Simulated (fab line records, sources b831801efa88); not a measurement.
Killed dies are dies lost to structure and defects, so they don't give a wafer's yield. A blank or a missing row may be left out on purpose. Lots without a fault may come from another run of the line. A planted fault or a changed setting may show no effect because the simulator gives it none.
A struck lot beside a sound one | flow gf180mcu | 23 steps out of a route of 602
Sound: wafers L337.1, L337.4, L337.6. Struck: wafers L348.2, L348.4, L348.6. The cause comes at the end.
At each step with rows: each side's tool, then ch and its chambers, then its first start. Under that, the readings that differ: sound wafers | struck wafers | difference of the means | sigmas: that difference in standard deviations of wafers without a fault.
alike: readings whose means differ by less than 2 such deviations, and words and numbers that are the same on both sides. not compared: withheld readings, readings that some wafer has no value for, bounds like >300 that may hide the same value, and numbers for which the record gives no deviation and whose values overlap.
The two part at a step that has a row with sigmas, a row that says differs or no value, or rows on one side only. Numbers that don't overlap but have no deviation are shown without sigmas and don't part them. A reading that every wafer of one side lacks parts them only if that side has two wafers or more.

first, 5 steps without rows for these wafers: GF_NWELL_COAT_02 (resist thk 3000 nm); GF_NWELL_SOFTBAKE_03; GF_NWELL_EXPOSE_04 (exposes mask Nwell, target cd 860 nm); GF_NWELL_PEB_05; GF_NWELL_DEVELOP_06 (develop time 60 s).
GF_NWELL_OVL_MEAS_07:
  sound on overlay-02, day 5 01:56; struck on overlay-01, day 7 16:40
  alike: NWELL_OVL
then, 2 steps without rows for these wafers: GF_NWELL_IMPLANT_08; GF_NWELL_IMPLANT_09.
GF_NWELL_STRIP_10: strips in O2/N2.
  sound on plasma_asher-01 ch 0,1, day 5 02:16; struck on plasma_asher-03 ch 0,1, day 7 17:00
  alike: drypump_motor_current_A, heater_power_w, n2_flow_sccm, oes_product_au, strip_time_to_endpoint_s
  not compared: rf_hours_counter_h
GF_NWELL_TW_MEAS_11:
  sound on film_metro-04, day 5 02:22; struck on film_metro-04, day 7 17:07
  alike: NWELL_TW
then, 2 steps without rows for these wafers: GF_LVPWELL_DEHYDRATE_00 (time 60 s); GF_LVPWELL_HMDS_01 (prime time 60 s).
GF_LVPWELL_COAT_02: resist thk 3000 nm.
  sound on litho_track-02 ch 0, day 5 08:55; struck on litho_track-03 ch 0, day 8 00:50
  reading                                   | sound          | struck         | difference | sigmas
  model.coat_of_LVPWELL_COAT_02.thk_nm (nm) | 3001 3001 3001 | 2903 2901 2904 | -98        |
then, 3 steps without rows for these wafers: GF_LVPWELL_SOFTBAKE_03; GF_LVPWELL_EXPOSE_04 (exposes mask LVPWELL, target cd 600 nm); GF_LVPWELL_PEB_05.
GF_LVPWELL_DEVELOP_06: develop time 60 s.
  sound on litho_track-02 ch 0; struck on litho_track-04 ch 0
  reading                                   | sound          | struck         | difference | sigmas
  model.coat_of_LVPWELL_COAT_02.thk_nm (nm) | 3000 3000 3000 | 2902 2900 2903 | -98        |
GF_LVPWELL_OVL_MEAS_07:
  sound on overlay-01, day 5 16:19; struck on overlay-02, day 8 09:34
  alike: LVPWELL_OVL
then, 2 steps without rows for these wafers: GF_LVPWELL_IMPLANT_08; GF_LVPWELL_IMPLANT_09.
GF_LVPWELL_STRIP_10: strips in O2/N2.
  sound on plasma_asher-04 ch 0,1, day 5 16:40; struck on plasma_asher-03 ch 0,1, day 8 09:54
  reading                      | sound             | struck            | difference | sigmas
  strip_time_to_endpoint_s (s) | 36.97 36.97 36.94 | 35.85 35.82 35.86 | -1.12      | -10
  alike: drypump_motor_current_A, heater_power_w, n2_flow_sccm, oes_product_au
  not compared: rf_hours_counter_h
GF_LVPWELL_TW_MEAS_11:
  sound on film_metro-01, day 5 16:46; struck on film_metro-04, day 8 10:01
  alike: LVPWELL_TW
GF_PASSIVATION_PROBE_99:
  the record has rows for the sound wafers here (prober-01, day 31 09:49) and none for the struck ones

WHERE THEY PART
First at GF_LVPWELL_STRIP_10; last, within this record, at GF_PASSIVATION_PROBE_99.

WHY: what the simulator had put in
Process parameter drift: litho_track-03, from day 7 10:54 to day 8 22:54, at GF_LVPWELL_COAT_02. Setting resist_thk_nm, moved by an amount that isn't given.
